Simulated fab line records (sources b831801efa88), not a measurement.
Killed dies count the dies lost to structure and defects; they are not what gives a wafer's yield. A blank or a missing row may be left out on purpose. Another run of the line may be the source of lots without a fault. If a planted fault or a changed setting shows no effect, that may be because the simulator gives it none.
A single fault, viewed from 2 desks    flow sky130    each desk holds nothing but its own numbers, with what lay behind them at the end

== THE METROLOGY DESK ==
Lot by lot, what the gauges showed, no matter which tool ran the lot: averages of those sampled wafers that carry a number. A lot is out of limits, marked OUT, if its mean lies more than 4 standard deviations from the usual mean; the brackets give that distance.
Columns: A = METAL2_OVL at SKY_METAL2_OVL_MEAS_16, usual -2 nm; B = VIA2_BOW at SKY_VIA2_BOW_MEAS_03, usual 84 um; C = VIA2_W_THK at SKY_VIA2_THK_MEAS_23, usual 426 nm
lot   first seen here  A   B   C
L395  day 36 07:02     -4  78  419
L397  day 36 07:45     4   87  421
L399  day 37 03:24     8   81  424
L400  day 37 16:27     2   87  426
L402  day 38 05:40     -3  90  432
L403  day 38 15:54     5   90  431
L404  day 38 23:07     -8  81  433
L405  day 39 04:01     -7  87  429
L406  day 39 15:11     -2  87  427
L407  day 39 19:34     -7  81  432
L413  day 41 15:37     -3  83  431
L414  day 41 17:31     4   78  420
This desk's verdict: no lot among the 12 shows anything out of limits.

== TOOL OWNER'S DESK, rieDiel-01 ==
The tool's own readings at SKY_VIA2_ETCH_14 (etches BARC in N2/H2, stops on SiO2, time 45.9 s, target depth 60 nm): means of the sampled wafers that have a number, for each lot that ran on this tool. A lot is out of limits, marked OUT, if its mean lies more than 4 standard deviations from the usual mean; the brackets give that distance.
Columns: A = biasW at SKY_VIA2_ETCH_14, usual 99.99 W; B = drypumpMotorCurrentA at SKY_VIA2_ETCH_14, usual 5.9 A; C = n2FlowSccm at SKY_VIA2_ETCH_14, usual 99.99 sccm; D = oesProductAu at SKY_VIA2_ETCH_14, usual 0.855 a.u.; E = rfFwdPowerW at SKY_VIA2_ETCH_14, usual 494.7 W; F = throttleValvePct at SKY_VIA2_ETCH_14, usual 13.225 %
lot   first seen here  A                 B    C       D      E      F
L397  day 37 11:08     99.86             6.0  100.22  0.853  494.3  13.225
L399  day 38 06:08     100.08            6.2  99.60   0.851  494.1  13.221
L400  day 38 19:20     99.68             5.7  99.88   0.852  494.9  13.221
L402  day 39 09:08     99.92             6.0  99.88   0.853  493.9  13.230
L403  day 39 17:41     100.28            5.8  99.96   0.859  494.1  13.224
L404  day 40 01:44     107.33 (+25) OUT  5.8  100.00  0.852  494.3  13.227
L406  day 40 17:41     107.42 (+26) OUT  5.6  99.79   0.858  492.8  13.233
L407  day 40 21:35     107.49 (+26) OUT  5.8  99.81   0.854  496.2  13.219
This desk finds L404, L406, L407 out of limits, L404 being first, at day 40 01:44 (biasW at SKY_VIA2_ETCH_14). Within limits: L397, L399, L400, L402, L403.

== ALL TOGETHER ==
An alarm could have come from the tool owner's desk at day 40 01:44, on L404, L406, L407.
The metrology desk saw nothing out of limits.
The metrology desk has L404, L406, L407 on record, within its limits.
Of the lots named, all ran SKY_VIA2_ETCH_14 on rieDiel-01.

== WHAT THE SIMULATOR HAD PUT IN ==
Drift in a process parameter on rieDiel-01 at SKY_VIA2_ETCH_14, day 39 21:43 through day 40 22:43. Setting biasW shifted by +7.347 from 100. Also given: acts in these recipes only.
Struck lots among those shown: L404, L406, L407.
Hours from the fault's start to each desk's first reading out of limits: the tool owner's desk, 4.
